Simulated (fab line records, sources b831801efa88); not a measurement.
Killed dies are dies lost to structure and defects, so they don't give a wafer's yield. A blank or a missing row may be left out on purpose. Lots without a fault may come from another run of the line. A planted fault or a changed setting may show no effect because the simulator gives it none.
fab line records | flow sky130
record lots=12 wafers=36 last_day=50
route steps=708 shown SONOS_TUNNEL@163 VIA1@482 METAL2@485 VIA2@509
lots that met no fault: from a run of the same line without faults
start_h: hours from the record's first day to the start of the lot's first wafer shown | wait_h: hours since the lot's step before | " the same as in the row above | L1.1+2: a row that stands for several wafers | - no value, or no start given | * or withheld: withheld | < > ~ a bound
route shown NAME@n: a module of which the file shows steps, and the number in the route of the first | usual: mean/standard deviation of fault-free wafers | same: alike in all rows | chamber/n: place in a boat | sites: the reading at each site | _std_site: their standard deviation | _edge_site: outer sites' mean less inner sites' | radius_mm: how far each site lies from the wafer's centre | mask NAME#n: copy n | behind: the tool/chamber that last shaped the wafer | hold: why the lot was held/for how many hours/how that ended | device: the transistor (n, p or np) that didn't switch | end of line: the same wafers' tests at the end of the route | a step without rows: its recipe alone | killed: dies lost to structure and defects at the first sort, not the wafer's yield | map: a wafer's dies, x killed, . not, _ none there
set.NAME: the setting as run; set.NAME@STEP: as run at that earlier step | model.NAME: the simulator's own value behind a step, which no gauge read
steps of the route over a sample of lots; a table a step, a row a wafer
services: from which hour (start_h, from the record's first day; less than 0 if before it) a tool's chamber was out of use, for how many hours, and why
## steps
# step SKY_SONOS_TUNNEL_IMPLANT_09
# recipe species=B energy_kev=20 dose_cm2=1e+12 tilt_deg=withheld
# usual dose_ions_cm2=1.0001e+12/1.1e+09 faraday_current_uA=5.64/0.12
# columns lot.wafer tool chamber start_h wait_h dose_ions_cm2 faraday_current_uA
L847.1 implanter-01 0 243.63 0.0 9.988e+11 5.85
L847.5 " 0 " " 1.0013e+12 5.78
L847.6 " 0 " " 1.0021e+12 5.71
L848.3 implanter-01 0 255.32 0.1 9.994e+11 5.65
L848.5 " 0 " " 9.987e+11 5.93
L848.6 " 0 " " 1.0006e+12 5.66
L849.1 implanter-01 0 261.52 0.0 9.986e+11 5.65
L849.2 " 0 " " 9.999e+11 5.70
L849.4 " 0 " " 9.999e+11 5.88
L850.1 implanter-01 0 269.32 0.0 1.0006e+12 5.41
L850.4 " 0 " " 1.0016e+12 5.62
L850.6 " 0 " " 9.993e+11 5.77
L852.2 implanter-01 0 285.74 0.0 9.983e+11 5.61
L852.3 " 0 " " 9.97e+11 5.42
L852.5 " 0 " " 9.991e+11 5.61
L856.1 implanter-01 0 311.72 0.0 1.0007e+12 5.68
L856.2 " 0 " " 1.002e+12 5.68
L856.4 " 0 " " 1.0016e+12 5.72
L860.1 implanter-01 0 348.37 0.0 9.994e+11 5.64
L860.4 " 0 " " 1.0003e+12 5.67
L860.5 " 0 " " 1.0003e+12 5.66
L862.3 implanter-04 0 374.91 0.1 8.825e+11 5.00
L862.4 " 0 " " 8.798e+11 4.83
L862.6 " 0 " " 8.822e+11 5.01
L865.1 implanter-04 0 387.82 0.0 8.792e+11 4.91
L865.2 " 0 " " 8.797e+11 5.02
L865.4 " 0 " " 8.804e+11 5.08
L866.2 implanter-02 0 405.09 0.0 9.977e+11 5.63
L866.4 " 0 " " 1.0002e+12 5.72
L866.6 " 0 " " 1.0009e+12 5.44
L867.4 implanter-02 0 413.51 0.1 9.995e+11 5.75
L867.5 " 0 " " 9.997e+11 5.42
L867.6 " 0 " " 9.996e+11 5.76
L870.1 implanter-02 0 431.11 0.0 1.0015e+12 5.83
L870.2 " 0 " " 9.994e+11 5.80
L870.6 " 0 " " 9.995e+11 5.65
# step SKY_SONOS_TUNNEL_TW_MEAS_12
# usual SONOS_TUNNEL_TW=197.5/1
# columns lot.wafer tool chamber start_h wait_h SONOS_TUNNEL_TW
L847.1 film_metro-02 - 244.07 0.0 200.0
L847.5 " - " " 199.2
L847.6 " - " " 198.9
L848.3 film_metro-01 - 255.73 0.0 197.8
L848.5 " - " " 196.5
L848.6 " - " " 196.4
L849.1 film_metro-04 - 261.93 0.0 198.1
L849.2 " - " " 197.9
L849.4 " - " " 198.5
L850.1 film_metro-04 - 269.73 0.0 198.9
L850.4 " - " " 199.0
L850.6 " - " " 199.1
L852.2 film_metro-01 - 286.13 0.0 195.1
L852.3 " - " " 194.7
L852.5 " - " " 196.5
L856.1 film_metro-02 - 312.17 0.0 198.9
L856.2 " - " " 197.9
L856.4 " - " " 198.6
L860.1 film_metro-02 - 348.78 0.0 198.9
L860.4 " - " " 198.6
L860.5 " - " " 197.2
L862.3 film_metro-01 - 375.30 0.0 190.0
L862.4 " - " " 191.5
L862.6 " - " " 189.0
L865.1 film_metro-02 - 388.23 0.0 191.5
L865.2 " - " " 190.5
L865.4 " - " " 190.6
L866.2 film_metro-04 - 405.50 0.0 198.2
L866.4 " - " " 197.4
L866.6 " - " " 196.8
L867.4 film_metro-02 - 413.87 0.0 197.5
L867.5 " - " " 197.6
L867.6 " - " " 197.9
L870.1 film_metro-04 - 431.52 0.0 197.0
L870.2 " - " " 197.0
L870.6 " - " " 198.1
# step SKY_VIA1_CMP_24
# recipe stop_on=SiO2 t_overpolish_s=15 down_force_psi=3.5 platen_rpm=60 target_thk_nm=0 pad_velocity_m_s=0.94248
# usual motor_current_A=11.7/1.2 overpolish_run_s=15.000/0.0089 time_to_endpoint_s=66.3/2.6
# columns lot.wafer tool chamber start_h wait_h motor_current_A overpolish_run_s time_to_endpoint_s
L847.1 cmp-01 2 787.70 0.1 10.5 15.001 65.8
L847.6 " 2 " " 10.5 15.006 66.1
L847.5 " 3 " " 10.2 14.991 63.2
L848.3 cmp-02 1 797.52 0.2 12.4 15.005 67.1
L848.6 " 2 " " 12.9 15.003 65.0
L848.5 " 3 " " 12.3 14.984 66.9
L849.1 cmp-01 3 803.96 0.1 9.6 15.014 70.5
L849.4 " 0 " " 10.5 15.012 65.6
L849.2 " 1 " " 11.2 14.992 67.5
L850.4 cmp-02 0 814.72 0.0 11.3 14.983 63.4
L850.1 " 1 " " 13.1 14.989 64.2
L850.6 " 1 " " 12.4 14.999 67.1
L852.3 cmp-01 1 825.48 0.1 11.5 14.979 66.6
L852.2 " 2 " " 10.5 14.996 66.3
L852.5 " 0 " " 10.9 15.007 62.6
L856.2 cmp-02 2 859.61 0.0 14.1 14.996 66.4
L856.4 " 3 " " 11.5 14.986 68.7
L856.1 " 0 " " 11.2 14.994 69.0
L860.1 cmp-01 0 889.92 0.1 10.8 15.003 63.4
L860.4 " 3 " " 10.1 14.999 67.7
L860.5 " 1 " " 11.6 14.999 66.2
L862.4 cmp-02 3 909.41 0.0 11.8 15.013 70.1
L862.3 " 0 " " 11.4 15.003 67.4
L862.6 " 0 " " 11.8 14.985 68.2
L865.4 cmp-02 0 926.83 0.1 11.9 14.998 62.9
L865.1 " 1 " " 12.4 14.990 66.4
L865.2 " 2 " " 13.3 15.016 60.7
L866.4 cmp-01 1 938.06 0.0 11.6 15.007 65.1
L866.2 " 2 " " 9.9 15.016 66.7
L866.6 " 1 " " 11.3 15.021 62.7
L867.4 cmp-02 0 944.67 0.2 11.6 14.992 62.8
L867.6 " 1 " " 12.9 15.026 70.3
L867.5 " 2 " " 14.0 15.007 61.9
L870.2 cmp-01 1 953.51 0.0 11.3 14.991 65.1
L870.1 " 0 " " 10.3 15.000 65.7
L870.6 " 1 " " 11.8 14.998 67.4
# step SKY_METAL2_SPUTTER_02
# recipe material=AlCu target_thk_nm=250 power_w=10600 time_s=13.3 chamber_pressure_pa=0.4
# usual throttle_valve_pct=30.3/1.2
# columns lot.wafer tool chamber start_h wait_h throttle_valve_pct
L847.1 pvd_sputter-01 - 788.05 0.0 28.9
L847.5 " - " " 32.1
L847.6 " - " " 28.5
L848.3 pvd_sputter-01 - 797.72 0.0 31.9
L848.5 " - " " 28.8
L848.6 " - " " 32.0
L849.1 pvd_sputter-04 - 804.31 0.0 31.1
L849.2 " - " " 28.6
L849.4 " - " " 31.6
L850.1 pvd_sputter-02 - 815.07 0.0 31.5
L850.4 " - " " 30.4
L850.6 " - " " 29.4
L852.2 pvd_sputter-01 - 825.73 0.0 31.1
L852.3 " - " " 29.0
L852.5 " - " " 30.9
L856.1 pvd_sputter-04 - 859.95 0.0 29.2
L856.2 " - " " 31.7
L856.4 " - " " 30.7
L860.1 pvd_sputter-04 - 890.27 0.0 28.7
L860.4 " - " " 31.8
L860.5 " - " " 28.5
L862.3 pvd_sputter-02 - 909.76 0.0 29.6
L862.4 " - " " 31.2
L862.6 " - " " 31.2
L865.1 pvd_sputter-02 - 927.13 0.0 30.0
L865.2 " - " " 29.7
L865.4 " - " " 31.4
L866.2 pvd_sputter-01 - 938.41 0.0 30.3
L866.4 " - " " 32.0
L866.6 " - " " 28.6
L867.4 pvd_sputter-04 - 944.87 0.0 30.9
L867.5 " - " " 30.9
L867.6 " - " " 31.8
L870.1 pvd_sputter-04 - 953.87 0.0 31.7
L870.2 " - " " 28.8
L870.6 " - " " 31.7
# step SKY_VIA2_CMP_02
# recipe material=SiO2 down_force_psi=4 platen_rpm=60 pad_velocity_m_s=0.94248
# usual motor_current_A=12.8/1.3
# columns lot.wafer tool chamber start_h wait_h motor_current_A
L847.1 cmp-02 0 815.78 0.1 11.7
L847.5 " 2 " " 14.9
L847.6 " 3 " " 12.3
L848.3 cmp-02 2 825.03 0.0 15.1
L848.6 " 2 " " 15.0
L848.5 " 3 " " 13.6
L849.4 cmp-02 2 832.31 0.0 14.6
L849.1 " 3 " " 12.9
L849.2 " 0 " " 12.3
L850.4 cmp-02 2 842.82 0.1 15.1
L850.1 " 3 " " 13.1
L850.6 " 1 " " 14.3
L852.3 cmp-02 1 853.68 0.1 13.9
L852.2 " 2 " " 14.6
L852.5 " 1 " " 13.5
L856.2 cmp-02 1 886.25 0.0 13.9
L856.1 " 3 " " 13.0
L856.4 " 0 " " 12.7
L860.1 cmp-01 1 917.61 0.1 12.6
L860.4 " 3 " " 10.9
L860.5 " 0 " " 11.8
L862.3 cmp-01 0 936.15 0.1 11.5
L862.4 " 1 " " 12.8
L862.6 " 0 " " 11.5
L865.4 cmp-02 1 952.70 0.0 13.6
L865.1 " 2 " " 15.5
L865.2 " 3 " " 12.8
L866.4 cmp-01 3 964.03 0.0 11.0
L866.2 " 0 " " 11.5
L866.6 " 0 " " 11.5
L867.4 cmp-02 3 970.09 0.2 13.3
L867.6 " 0 " " 12.5
L867.5 " 1 " " 14.5
L870.2 cmp-01 3 979.29 0.1 11.0
L870.1 " 0 " " 11.3
L870.6 " 2 " " 11.5
## services
# columns tool chamber start_h hours kind
cmp-02 - 232.26 4.0 pm
cmp-01 - 236.42 4.5 pm
cmp-02 - 265.18 5.8 repair
cmp-02 - 282.41 0.6 repair
cmp-02 - 312.24 4.1 repair
cmp-02 - 361.30 1.6 repair
cmp-02 - 459.55 1.4 repair
cmp-02 - 476.31 1.6 repair
cmp-02 - 483.41 3.6 repair
cmp-02 - 527.81 4.2 repair
cmp-02 - 539.95 1.3 repair
cmp-02 - 572.26 4.0 pm
cmp-02 - 576.26 4.4 pm
cmp-02 - 581.42 0.9 repair
cmp-02 - 602.75 6.6 pm
cmp-02 - 642.83 1.9 repair
cmp-02 - 781.79 1.9 repair
cmp-02 - 792.16 1.1 repair
cmp-02 - 828.03 1.5 repair
cmp-02 - 830.16 1.5 repair
cmp-02 - 855.67 2.2 repair
cmp-02 - 912.41 4.0 pm
cmp-02 - 945.23 3.7 pm
cmp-02 - 954.14 6.5 repair
## key
first_sign step=SKY_SONOS_TUNNEL_IMPLANT_09 reading=dose_ions_cm2 direction=down sigmas=99+ usual=* struck=*
effect step=SKY_SONOS_TUNNEL_IMPLANT_09 reading=faraday_current_uA direction=down sigmas=5.4 usual=5.64 struck=4.97
effect step=SKY_SONOS_TUNNEL_TW_MEAS_12 reading=SONOS_TUNNEL_TW direction=down sigmas=6.9 usual=197.5 struck=190.5
met_at SKY_SONOS_TUNNEL_IMPLANT_09
struck_lots L862,L865
tester_left_out L862,L865
not_acting_at SKY_VIA1_CMP_24,SKY_METAL2_SPUTTER_02,SKY_VIA2_CMP_02
fault kind=process_parameter_drift tool=implanter-04 chamber=- onset_h=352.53 steps=SKY_SONOS_TUNNEL_IMPLANT_09 channel=dose_cm2 offset=* shape=step end_h=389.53 acts_in=* stated=*
# tester_left_out: of these lots the tester's yield and bins aren't shown, on N5 and GAA mostly nor the transistor test; their killed dies are dies lost to structure and defects alone, not to doping, threshold or leakage, so they don't give the yield
